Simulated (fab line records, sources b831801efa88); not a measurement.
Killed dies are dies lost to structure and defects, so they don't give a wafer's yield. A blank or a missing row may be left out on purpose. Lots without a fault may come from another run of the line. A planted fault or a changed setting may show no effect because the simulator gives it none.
Which tool did it? | flow gf180mcu | 7 lots, 21 wafers sampled, at 1 step of a route of 602

WHAT THE GAUGES READ, wafer by wafer
GF_SAB_CD_MEAS_09: target cd 420 nm.
lot  | measured     | on        | cd_nm (nm)
L474 | day 17 09:00 | cd_sem-02 | 415.2 414.5 415.4
L476 | day 18 02:07 | cd_sem-01 | 418.4 417.6 418.8
L484 | day 20 16:15 | cd_sem-01 | 421.7 420.1 420.2
L486 | day 21 12:07 | cd_sem-02 | 417.6 415.1 418.0
L489 | day 22 11:29 | cd_sem-02 | 422.2 422.4 421.8
L492 | day 23 07:11 | cd_sem-02 | 422.4 420.5 421.7
L495 | day 24 06:55 | cd_sem-02 | 417.6 417.9 418.0

WHICH TOOL RAN EACH LOT (tool, then ch and the chambers of the sampled wafers, then the start)
The record holds no process step before these readings.

THE ANSWER, worked out from the rows above alone
Rule: what is usual is taken from the lots themselves. Put in order of their means at a reading, lots are off if they are a third of the lots or fewer, leave a main group of 4 or more, and stand apart from it by a gap of 3 or more times the standard deviation of the main group's means; of several such gaps the widest counts. A main group whose means are all the same, to the digits that the tables above print for the reading, isn't used. A lot without any number at a reading at which 4 lots or more have one is off too. The other lots that the step has rows for count as sound.
No lot is off at any reading shown: from this, nothing can be told.

WHAT THE SIMULATOR HAD PUT IN
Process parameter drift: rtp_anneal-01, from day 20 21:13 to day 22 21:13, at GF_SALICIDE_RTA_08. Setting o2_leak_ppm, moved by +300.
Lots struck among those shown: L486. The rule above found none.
